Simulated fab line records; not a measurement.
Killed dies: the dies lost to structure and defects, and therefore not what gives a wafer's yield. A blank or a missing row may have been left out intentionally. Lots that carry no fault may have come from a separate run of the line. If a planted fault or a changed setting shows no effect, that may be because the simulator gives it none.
Matching of chambers | flow sky130 | SKY_VIA3_CMP_02 on cmp-01: 4 sister chambers
The step polishes SiO2. 4 wafers are shown with their chamber, then 7 later ones without.

== EACH WAFER AND ITS CHAMBER ==
wafer  | chamber | motor current A (A)
L131.2 | 1       | 12.4
L131.6 | 3       | 11.8
L132.3 | 2       | 11.1
L132.4 | 0       | 10.8

== WAFERS MISSING THEIR CHAMBER ==
wafer  | motor current A (A)
L132.5 | 10.9
L147.1 | 10.8
L147.2 | 12.0
L147.5 | 11.1
L149.3 | 12.4
L149.4 | 11.2
L149.6 | 12.3

== CHAMBER TAKEN BY EACH ==
wafer  | from the rows above     | in truth
L132.5 | can't be placed: 0 or 2 | 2
L147.1 | 0                       | 0
L147.2 | 3                       | 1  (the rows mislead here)
L147.5 | 2                       | 2
L149.3 | 1                       | 1
L149.4 | 2                       | 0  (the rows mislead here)
L149.6 | 1                       | 1
Correct placement for 4 of the 7. Cannot be placed on the basis of these rows: 1; the candidates contain the true chamber in 1. 2 placed wrongly.
How it was worked out, from the rows above alone: a wafer's distance from a chamber is the root of the sum, over the readings, of the square of ((its reading less the chamber's mean) divided by the reading's scatter). If the next closest chamber is less than 2 further off than the closest, the wafer can't be placed; otherwise it belongs to the closest. A chamber's mean is the mean of its shown wafers. The scatter: with one shown wafer a chamber, the root of the mean of the squares of how far each hidden wafer lies from its nearest shown one.
